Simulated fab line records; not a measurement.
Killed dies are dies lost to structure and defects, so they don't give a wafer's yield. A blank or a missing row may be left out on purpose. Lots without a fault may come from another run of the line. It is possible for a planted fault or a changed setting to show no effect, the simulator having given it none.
Struck lot and sound lot, side by side    flow gf180mcu    16 out of 602 route steps
Sound: these wafers, L460.1, L460.2, L460.3. Struck: wafer L465.1 (L465.3, L465.6, from the same lot, were not struck and are left out); the cause is given at the end.
Each step with rows lists, per side, the tool, then ch with its chambers, then its first start. Under that, the readings that differ: sound wafers    struck wafers    difference of the means    sigmas: that difference in standard deviations of wafers without a fault.
alike: readings whose means differ by less than 2 such deviations, and words and numbers that are the same on both sides. not compared: withheld readings, readings that some wafer has no value for, bounds like >300 that may hide the same value, and numbers for which the record gives no deviation and whose values overlap.
The two part at a step that has a row with sigmas, a row that says differs or no value, or rows on one side only. Numbers that don't overlap but have no deviation are shown without sigmas and don't part them. A reading missing from all wafers of one side parts the sides only when that side holds two or more wafers.

first, 6 steps without rows for these wafers: GF_TOP_METAL_HMDS_08 (prime time 60 s); GF_TOP_METAL_COAT_09 (resist thk 1500 nm); GF_TOP_METAL_SOFTBAKE_10 (time 60 s); GF_TOP_METAL_EXPOSE_11 (exposes mask MetalTop, target cd 440 nm); GF_TOP_METAL_PEB_12; GF_TOP_METAL_DEVELOP_13 (develop time 60 s).
GF_TOP_METAL_CD_MEAS_14: target cd 440 nm.
  sound on cdSem-01 at day 27 23:18; struck on cdSem-01 at day 29 19:41
  alike: cdNm
GF_TOP_METAL_OVL_MEAS_15:
  sound on overlay-01 at day 27 23:25; struck on overlay-02 at day 29 19:49
  alike: TOP_METAL_OVL
GF_TOP_METAL_METAL_ETCH_16: etches the open film in Cl2/BCl3, stops on SiO2, target depth 1197 nm, time 199.5 s.
  sound on rieMetal-02 ch 0,1, day 27 23:28; struck on rieMetal-02 ch 0, day 29 19:50
  alike: biasW, drypumpMotorCurrentA, oesProductAu, throttleValvePct
  not compared: rfHoursCounterH
GF_TOP_METAL_STRIP_17: strips in O2/N2.
  sound on plasmaAsher-02 ch 0,1, day 27 23:39; struck on plasmaAsher-01 ch 0, day 29 20:02
  alike: drypumpMotorCurrentA, heaterPowerW, oesProductAu, stripTimeToEndpointS
  not compared: rfHoursCounterH
then, 2 steps without rows for these wafers: GF_TOP_METAL_STRIP_18 (strips in post etch residue remover, time 1200 s); GF_TOP_METAL_CLEAN_19 (cleans in DIW).
GF_PASSIVATION_CVD_00: deposits SiO2 from TEOS, target thk 1000 nm, time 111.95 s.
  sound on pecvd-03 ch 0,1,2, day 28 00:11; struck on pecvd-03 ch 1, day 29 20:36
reading                                      sound             struck  difference  sigmas
model.SiO2_of_PASSIVATION_CVD_00.thkNm (nm)  976.7 979.8 1000  811.8   -173.7      
  alike: heaterPowerW
GF_PASSIVATION_THK_MEAS_01:
  sound on filmMetro-02 at day 28 00:16; struck on filmMetro-03 at day 29 20:41
reading                      sound         struck  difference  sigmas
PASSIVATION_CVD_00_THK (nm)  978 979 1000  812     -174        -13
GF_PASSIVATION_CVD_02: deposits Si3N4, target thk 700 nm, time 486.18 s.
  sound on pecvd-02 ch 0,1,2, day 28 00:19; struck on pecvd-01 ch 2, day 29 20:44
  alike: heaterPowerW
next, for these wafers, 1 step has no rows: GF_PASSIVATION_PROBE_99.

WHERE THEY PART
GF_PASSIVATION_THK_MEAS_01 only, going by this record. Later steps at which nothing parts them and some readings are alike: GF_PASSIVATION_CVD_02.

WHY: the cause the simulator had injected
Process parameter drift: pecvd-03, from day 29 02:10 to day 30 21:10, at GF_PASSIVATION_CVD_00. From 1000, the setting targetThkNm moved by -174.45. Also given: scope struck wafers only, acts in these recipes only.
